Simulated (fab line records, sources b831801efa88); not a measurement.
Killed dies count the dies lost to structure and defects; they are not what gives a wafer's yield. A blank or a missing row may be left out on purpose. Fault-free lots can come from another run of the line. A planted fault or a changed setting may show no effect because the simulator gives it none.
One fault seen from 2 desks | flow sky130 | each desk holds nothing but its own numbers, with what lay behind them at the end

## THE METROLOGY DESK
What the gauges read, lot by lot, whatever tool the lot ran on: means of the sampled wafers that have a number. Any lot whose mean is over 4 standard deviations away from the usual mean is out of limits and marked OUT; that distance is given in the brackets.
Columns: A = cd nm at SKY_METAL1_CD_MEAS_15, usual 140.0 nm; B = VIA1_HDPCVD_THK at SKY_VIA1_THK_MEAS_01, usual 1031 nm
lot  | first seen here | A     | B
L827 | day 33 12:04    | 142.1 | 1038
L830 | day 34 10:52    | 141.7 | 1035
L832 | day 34 21:52    | 142.2 | 1032
L833 | day 35 02:13    | 137.0 | 1032
L834 | day 35 12:10    | 137.9 | 1032
L836 | day 36 10:17    | 138.8 | 1019
L838 | day 36 13:18    | 139.6 | 1038
L839 | day 36 20:19    | 139.4 | 868 (-15) OUT
L840 | day 37 12:16    | 140.6 | 933 (-8.9) OUT
L847 | day 39 01:10    | 141.4 | 1029
L850 | day 39 16:41    | 140.5 | 1020
Per this desk, out of limits: L839, L840; the first was L839, day 36 21:31 (VIA1_HDPCVD_THK at SKY_VIA1_THK_MEAS_01). L827, L830, L832, L833, L834, L836, L838, L847, L850: within limits.

## DESK OF THE TOOL OWNER: hdpcvd-01
The tool's own readings at SKY_VIA1_HDPCVD_00 (deposits SiO2, target thk 1030 nm, time 171.7 s): means of the sampled wafers that have a number, for each lot that ran on this tool. Any lot whose mean is over 4 standard deviations away from the usual mean is out of limits and marked OUT; that distance is given in the brackets.
Columns: A = run length s at SKY_VIA1_HDPCVD_00, usual 199.6 s
lot  | first seen here | A
L827 | day 33 13:00    | 199.6
L830 | day 34 11:48    | 199.7
L836 | day 36 11:15    | 199.9
L838 | day 36 14:22    | 199.7
L839 | day 36 21:23    | 174.3 (-41) OUT
L840 | day 37 13:14    | 182.7 (-27) OUT
This desk's verdict: out of limits on L839, L840, starting with L839 at day 36 21:23 (run length s at SKY_VIA1_HDPCVD_00). L827, L830, L836, L838: within limits.

## BROUGHT TOGETHER
The tool owner's desk could have raised an alarm at day 36 21:23, on L839, L840.
Metrology desk: alarm possible at day 36 21:31 on L839, L840.
Every lot named ran SKY_VIA1_HDPCVD_00 on hdpcvd-01.

## WHAT WAS PUT IN BY THE SIMULATOR
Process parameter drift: hdpcvd-01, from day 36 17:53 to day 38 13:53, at SKY_VIA1_HDPCVD_00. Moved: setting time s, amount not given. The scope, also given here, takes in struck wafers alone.
Shown lots that were struck: L839, L840.
Fault start to first reading out of limits, in hours, per desk: tool owner, 4; metrology, 4.
